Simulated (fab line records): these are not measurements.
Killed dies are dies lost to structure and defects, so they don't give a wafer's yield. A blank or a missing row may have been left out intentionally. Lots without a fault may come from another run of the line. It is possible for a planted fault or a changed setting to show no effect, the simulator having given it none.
Matching of chambers ; flow sky130 ; SKY_VIA3_ETCH_14 on rie diel-03: 4 sister chambers
The step etches BARC in N2/H2, stops on SiO2, time 45.9 s, target depth 60 nm. 4 wafers are shown with their chamber, then 7 later ones without.

== WAFERS WITH THEIR CHAMBER ==
wafer;chamber;chamber pressure mTorr (mTorr)
L970.4;1;29.95
L971.5;3;30.03
L972.1;2;30.02
L972.4;0;30.02

== WAFERS WITH NO CHAMBER GIVEN ==
wafer;chamber pressure mTorr (mTorr)
L972.5;30.03
L984.2;30.03
L984.5;29.98
L984.6;30.00
L986.2;29.99
L986.3;30.04
L986.5;29.98

== EACH ONE'S CHAMBER ==
wafer;from the rows above;in truth
L972.5;can't be placed: 3 or 0 or 2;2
L984.2;can't be placed: 3 or 0 or 2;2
L984.5;can't be placed: 1 or 0 or 2 or 3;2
L984.6;can't be placed: 0 or 2 or 3 or 1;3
L986.2;can't be placed: 0 or 2 or 1 or 3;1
L986.3;can't be placed: 3 or 0 or 2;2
L986.5;can't be placed: 1 or 0 or 2 or 3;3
Placed correctly: 0 of 7. Not placeable from these rows: 7 (in 7, the candidates include the true chamber). 0 placed wrongly.
How it was worked out, from the rows above alone: a wafer's distance from a chamber is the root of the sum, over the readings, of the square of ((its reading less the chamber's mean) divided by the reading's scatter). The wafer belongs to the nearest chamber; if the next one is less than 2 further off, it can't be placed. A chamber's mean is the mean of its shown wafers. The scatter: root of mean squared gap, hidden wafer to nearest shown wafer, with one shown wafer a chamber.
